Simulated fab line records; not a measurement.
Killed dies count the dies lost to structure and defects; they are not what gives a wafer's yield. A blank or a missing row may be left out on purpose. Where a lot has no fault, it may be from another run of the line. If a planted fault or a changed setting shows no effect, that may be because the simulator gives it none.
A single fault, viewed from 2 desks ; flow gf180mcu ; only its own numbers are on each desk; what lay behind them is given at the end

## FROM THE METROLOGY DESK
Means of the sampled wafers that have a number, per lot and without regard to the tool the lot ran on: this is what the gauges read. A lot is out of limits, marked OUT, if its mean lies more than 4 standard deviations from the usual mean; the brackets give that distance.
Columns: A = M1_OVL at GF_M1_OVL_MEAS_15, usual -7 nm; B = cdNm at GF_M2_CD_MEAS_14, usual 280.1 nm
lot;first seen here;A;B
L301;day 16 23:53;-7;280.1
L302;day 17 10:35;-5;279.6
L303;day 17 19:14;-10;281.3
L305;day 18 12:56;-2;283.7
L307;day 19 08:20;-10;278.9
L308;day 19 19:03;-6;281.4
L310;day 20 15:45;-4;277.8
L311;day 20 21:07;-6;280.5
L312;day 21 04:49;-10;281.3
L314;day 22 00:23;-7;279.4
L315;day 22 07:54;-12;279.7
L316;day 22 17:59;-8;281.3
L317;day 23 00:03;-4;281.2
L318;day 23 10:59;-8;277.6
L324;day 25 06:59;-14;279.5
This desk's verdict: no lot among the 15 shows anything out of limits.

## TOOL OWNER'S DESK, lithoTrack-01
The tool's own readings at GF_POLY_GATE_DEVELOP_09 (develop time 60 s): means of the sampled wafers that have a number, for each lot that ran on this tool. A lot is out of limits, marked OUT, if its mean lies more than 4 standard deviations from the usual mean; the brackets give that distance.
Columns: A = developerTempC at GF_POLY_GATE_DEVELOP_09, usual 21.01 C; B = exhaustPa at GF_POLY_GATE_DEVELOP_09, usual 44.9 Pa
lot;first seen here;A;B
L301;day 9 03:34;21.17;45.5
L305;day 10 07:10;21.03;44.1
L307;day 10 22:16;20.96;44.8
L312;day 12 10:16;21.09;44.7
L314;day 12 23:40;21.67 (+6.0) OUT;44.9
L315;day 13 06:39;21.62 (+5.6) OUT;45.5
L317;day 13 20:06;21.66 (+5.9) OUT;44.5
This desk finds L314, L315, L317 out of limits, L314 being first, at day 12 23:40 (developerTempC at GF_POLY_GATE_DEVELOP_09). Within limits: L301, L305, L307, L312.

## TAKEN TOGETHER
An alarm could have come from the tool owner's desk at day 12 23:40, on L314, L315, L317.
Metrology desk: nothing out of limits seen.
The metrology desk holds a record of L314, L315, L317, inside its limits.
Every lot named ran GF_POLY_GATE_DEVELOP_09 on lithoTrack-01.

## WHAT WAS PUT IN BY THE SIMULATOR
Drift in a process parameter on lithoTrack-01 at GF_POLY_GATE_DEVELOP_09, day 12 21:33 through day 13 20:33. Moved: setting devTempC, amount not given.
Shown lots that were struck: L314, L315, L317.
Time in hours from fault onset to the first out-of-limits reading at each desk: the tool owner's desk, 2.
